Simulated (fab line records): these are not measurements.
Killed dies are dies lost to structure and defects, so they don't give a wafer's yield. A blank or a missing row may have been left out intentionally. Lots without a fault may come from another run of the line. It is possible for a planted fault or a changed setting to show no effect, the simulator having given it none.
The tool behind it: which one? / flow sfq_line / 14 lots with 42 wafers sampled at 5 steps, on a route of 325 steps

WHAT THE GAUGES SHOWED, per wafer
SFQ_M0_OVL_MEAS_906.
lot=L607; measured=day 14 01:47; on=overlay-01; M0_OVL (nm)=2 7 4
lot=L608; measured=day 14 05:23; on=overlay-01; M0_OVL (nm)=-3 -4 0
lot=L609; measured=day 14 11:50; on=overlay-01; M0_OVL (nm)=-11 -6 -9
lot=L610; measured=day 14 20:15; on=overlay-01; M0_OVL (nm)=-2 2 3
lot=L611; measured=day 15 03:27; on=overlay-01; M0_OVL (nm)=-2 -8 -9
lot=L612; measured=day 15 13:02; on=overlay-02; M0_OVL (nm)=-1 -3 4
lot=L613; measured=day 15 19:02; on=overlay-02; M0_OVL (nm)=9 6 3
lot=L614; measured=day 16 14:30; on=overlay-01; M0_OVL (nm)=0 3 -5
lot=L615; measured=day 17 03:50; on=overlay-02; M0_OVL (nm)=1 -11 -8
lot=L618; measured=day 17 23:02; on=overlay-01; M0_OVL (nm)=12 2 5
lot=L619; measured=day 18 06:13; on=overlay-01; M0_OVL (nm)=-4 -3 -5
lot=L620; measured=day 18 09:50; on=overlay-01; M0_OVL (nm)=3 4 8
lot=L623; measured=day 20 02:53; on=overlay-02; M0_OVL (nm)=-3 1 -5
lot=L624; measured=day 20 14:53; on=overlay-02; M0_OVL (nm)=-9 -5 1

SFQ_I0_OVL_MEAS_908.
lot=L607; measured=day 20 01:40; on=overlay-01; I0_OVL (nm)=4 3 2
lot=L608; measured=day 20 08:52; on=overlay-02; I0_OVL (nm)=10 1 9
lot=L609; measured=day 20 17:16; on=overlay-02; I0_OVL (nm)=-6 -3 3
lot=L610; measured=day 21 02:52; on=overlay-01; I0_OVL (nm)=1 2 2
lot=L611; measured=day 21 10:12; on=overlay-02; I0_OVL (nm)=2 5 5
lot=L612; measured=day 21 23:23; on=overlay-01; I0_OVL (nm)=-7 -7 -7
lot=L613; measured=day 22 05:23; on=overlay-02; I0_OVL (nm)=7 4 10
lot=L614; measured=day 23 01:48; on=overlay-01; I0_OVL (nm)=11 10 6
lot=L615; measured=day 23 13:37; on=overlay-01; I0_OVL (nm)=5 -8 -1
lot=L618; measured=day 24 21:44; on=overlay-02; I0_OVL (nm)=7 3 8
lot=L619; measured=day 25 09:29; on=overlay-01; I0_OVL (nm)=65 57 62
lot=L620; measured=day 25 19:05; on=overlay-02; I0_OVL (nm)=61 71 65
lot=L623; measured=day 28 01:01; on=overlay-02; I0_OVL (nm)=10 4 13
lot=L624; measured=day 28 02:20; on=overlay-01; I0_OVL (nm)=60 67 66

SFQ_I1_BOW_MEAS_912.
lot=L607; measured=day 26 18:17; on=film_metro-03; I1_BOW (um)=-6 11 -4
lot=L608; measured=day 27 03:14; on=film_metro-01; I1_BOW (um)=2 -2 6
lot=L609; measured=day 27 12:14; on=film_metro-04; I1_BOW (um)=12 3 0
lot=L610; measured=day 27 21:54; on=film_metro-04; I1_BOW (um)=3 -8 -8
lot=L611; measured=day 28 15:08; on=film_metro-01; I1_BOW (um)=3 4 2
lot=L612; measured=day 29 05:13; on=film_metro-04; I1_BOW (um)=-2 -7 1
lot=L613; measured=day 29 11:48; on=film_metro-01; I1_BOW (um)=-13 3 -6
lot=L614; measured=day 30 08:50; on=film_metro-01; I1_BOW (um)=5 -2 -3
lot=L615; measured=day 30 17:14; on=film_metro-04; I1_BOW (um)=12 17 16
lot=L618; measured=day 31 20:15; on=film_metro-04; I1_BOW (um)=-10 1 -8
lot=L619; measured=day 32 07:02; on=film_metro-01; I1_BOW (um)=2 2 5
lot=L620; measured=day 32 17:08; on=film_metro-04; I1_BOW (um)=1 -14 -1
lot=L623; measured=day 34 17:01; on=film_metro-04; I1_BOW (um)=4 9 -3
lot=L624; measured=day 34 22:02; on=film_metro-01; I1_BOW (um)=-7 -2 -5

WHAT TOOL EACH LOT RAN ON (gives the tool, then ch and the chambers of the sampled wafers, and finally the start)
lot=L607; SFQ_TRILAYER_M0_STRIP_STRIP_025=rie_metal-02 ch 0,1, day 14 02:00; SFQ_TRILAYER_I0_VIA_LITHO_EXPOSE_032=krf_scanner-01 ch 0, day 20 00:10
lot=L608; SFQ_TRILAYER_M0_STRIP_STRIP_025=rie_metal-02 ch 0,1, day 14 05:36; SFQ_TRILAYER_I0_VIA_LITHO_EXPOSE_032=krf_scanner-01 ch 0, day 20 07:22
lot=L609; SFQ_TRILAYER_M0_STRIP_STRIP_025=rie_metal-03 ch 0,1, day 14 12:04; SFQ_TRILAYER_I0_VIA_LITHO_EXPOSE_032=krf_scanner-01 ch 0, day 20 15:46
lot=L610; SFQ_TRILAYER_M0_STRIP_STRIP_025=rie_metal-04 ch 1, day 14 20:51; SFQ_TRILAYER_I0_VIA_LITHO_EXPOSE_032=krf_scanner-01 ch 0, day 21 01:34
lot=L611; SFQ_TRILAYER_M0_STRIP_STRIP_025=rie_metal-02 ch 0,1, day 15 03:52; SFQ_TRILAYER_I0_VIA_LITHO_EXPOSE_032=krf_scanner-02 ch 0, day 21 09:05
lot=L612; SFQ_TRILAYER_M0_STRIP_STRIP_025=rie_metal-04 ch 1, day 15 13:27; SFQ_TRILAYER_I0_VIA_LITHO_EXPOSE_032=krf_scanner-02 ch 0, day 21 21:53
lot=L613; SFQ_TRILAYER_M0_STRIP_STRIP_025=rie_metal-04 ch 0,1, day 15 19:16; SFQ_TRILAYER_I0_VIA_LITHO_EXPOSE_032=krf_scanner-02 ch 0, day 22 03:53
lot=L614; SFQ_TRILAYER_M0_STRIP_STRIP_025=rie_metal-03 ch 0,1, day 16 14:55; SFQ_TRILAYER_I0_VIA_LITHO_EXPOSE_032=krf_scanner-02 ch 0, day 23 00:41
lot=L615; SFQ_TRILAYER_M0_STRIP_STRIP_025=rie_metal-02 ch 0,1, day 17 04:14; SFQ_TRILAYER_I0_VIA_LITHO_EXPOSE_032=krf_scanner-01 ch 0, day 23 12:31
lot=L618; SFQ_TRILAYER_M0_STRIP_STRIP_025=rie_metal-02 ch 0,1, day 17 23:26; SFQ_TRILAYER_I0_VIA_LITHO_EXPOSE_032=krf_scanner-01 ch 0, day 24 20:37
lot=L619; SFQ_TRILAYER_M0_STRIP_STRIP_025=rie_metal-02 ch 0,1, day 18 06:26; SFQ_TRILAYER_I0_VIA_LITHO_EXPOSE_032=krf_scanner-02 ch 0, day 25 07:59
lot=L620; SFQ_TRILAYER_M0_STRIP_STRIP_025=rie_metal-04 ch 0, day 18 10:48; SFQ_TRILAYER_I0_VIA_LITHO_EXPOSE_032=krf_scanner-02 ch 0, day 25 17:59
lot=L623; SFQ_TRILAYER_M0_STRIP_STRIP_025=rie_metal-03 ch 0,1, day 20 03:17; SFQ_TRILAYER_I0_VIA_LITHO_EXPOSE_032=krf_scanner-01 ch 0, day 27 23:54
lot=L624; SFQ_TRILAYER_M0_STRIP_STRIP_025=rie_metal-04 ch 0,1, day 20 15:17; SFQ_TRILAYER_I0_VIA_LITHO_EXPOSE_032=krf_scanner-02 ch 0, day 28 01:14
- SFQ_TRILAYER_M0_STRIP_STRIP_025: strips in O2.
- SFQ_TRILAYER_I0_VIA_LITHO_EXPOSE_032: exposes mask I0, target cd 500 nm.

WHAT THE TOOLS THEMSELVES READ (means of the sampled wafers that have a number; where no wafer has one, the mark that the record gives instead)
SFQ_TRILAYER_M0_STRIP_STRIP_025.
lot=L607; tool=rie_metal-02; drypump_motor_current_A (A)=6.2; oes_product_au (a.u.)=1.002
lot=L608; tool=rie_metal-02; drypump_motor_current_A (A)=6.1; oes_product_au (a.u.)=1.006
lot=L609; tool=rie_metal-03; drypump_motor_current_A (A)=5.4; oes_product_au (a.u.)=0.990
lot=L610; tool=rie_metal-04; drypump_motor_current_A (A)=6.2; oes_product_au (a.u.)=1.005
lot=L611; tool=rie_metal-02; drypump_motor_current_A (A)=6.1; oes_product_au (a.u.)=1.010
lot=L612; tool=rie_metal-04; drypump_motor_current_A (A)=6.2; oes_product_au (a.u.)=1.009
lot=L613; tool=rie_metal-04; drypump_motor_current_A (A)=5.8; oes_product_au (a.u.)=1.008
lot=L614; tool=rie_metal-03; drypump_motor_current_A (A)=5.3; oes_product_au (a.u.)=0.995
lot=L615; tool=rie_metal-02; drypump_motor_current_A (A)=6.2; oes_product_au (a.u.)=0.998
lot=L618; tool=rie_metal-02; drypump_motor_current_A (A)=6.2; oes_product_au (a.u.)=1.005
lot=L619; tool=rie_metal-02; drypump_motor_current_A (A)=6.1; oes_product_au (a.u.)=0.997
lot=L620; tool=rie_metal-04; drypump_motor_current_A (A)=5.6; oes_product_au (a.u.)=1.002
lot=L623; tool=rie_metal-03; drypump_motor_current_A (A)=5.3; oes_product_au (a.u.)=0.995
lot=L624; tool=rie_metal-04; drypump_motor_current_A (A)=5.8; oes_product_au (a.u.)=1.008

SFQ_TRILAYER_I0_VIA_LITHO_EXPOSE_032.
lot=L607 tool=krf_scanner-01 exposure_dose_mJ_cm2=21.276
lot=L608 tool=krf_scanner-01 exposure_dose_mJ_cm2=21.286
lot=L609 tool=krf_scanner-01 exposure_dose_mJ_cm2=21.306
lot=L610 tool=krf_scanner-01 exposure_dose_mJ_cm2=21.297
lot=L611 tool=krf_scanner-02 exposure_dose_mJ_cm2=21.324
lot=L612 tool=krf_scanner-02 exposure_dose_mJ_cm2=21.300
lot=L613 tool=krf_scanner-02 exposure_dose_mJ_cm2=21.312
lot=L614 tool=krf_scanner-02 exposure_dose_mJ_cm2=21.303
lot=L615 tool=krf_scanner-01 exposure_dose_mJ_cm2=21.331
lot=L618 tool=krf_scanner-01 exposure_dose_mJ_cm2=21.329
lot=L619 tool=krf_scanner-02 exposure_dose_mJ_cm2=21.324
lot=L620 tool=krf_scanner-02 exposure_dose_mJ_cm2=21.319
lot=L623 tool=krf_scanner-01 exposure_dose_mJ_cm2=21.302
lot=L624 tool=krf_scanner-02 exposure_dose_mJ_cm2=21.328

THE ANSWER, worked out from the rows above alone
Rule: usual is defined by the lots themselves. The widest of any qualifying gaps counts: lots, ordered by their means at a reading, are off when they make up no more than a third of the lots, leave a main group of 4 or more, and stand apart from it by 3 or more times the standard deviation of that group's means. A main group whose means are all the same, to the digits that the tables above print for the reading, isn't used. A lot without any number at a reading at which 4 lots or more have one is off too. All remaining lots with rows at the step are treated as sound. The gauges are gone through in route order, then the tools' own readings, and for those a lot's mean is taken as printed above. The first step at which some lot is off is used, and at that step the reading that is off furthest; a lot without a number counts as furthest.
Off: L619, L620, L624, seen at SFQ_I0_OVL_MEAS_908 (I0_OVL). Mean 3 nm and standard deviation 4.8 in the main group.
A tool fits if, at a process step before that reading, it ran every lot that is off, and no sound lot after the first of them. The gauges at SFQ_I0_OVL_MEAS_908 are tried like those tools. One candidate fits, namely krf_scanner-02 at SFQ_TRILAYER_I0_VIA_LITHO_EXPOSE_032. A fault onset in the window from L614 (day 23 00:41, its last sound lot) to L619 (day 25 07:59, its first lot off) fits.

WHAT THE SIMULATOR HAD PUT IN
Scanner matching overlay: krf_scanner-02, from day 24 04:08 on, at SFQ_TRILAYER_I0_VIA_LITHO_EXPOSE_032. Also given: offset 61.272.
Shown lots that were struck: L619, L620, L624. This agrees with what the rule above found.
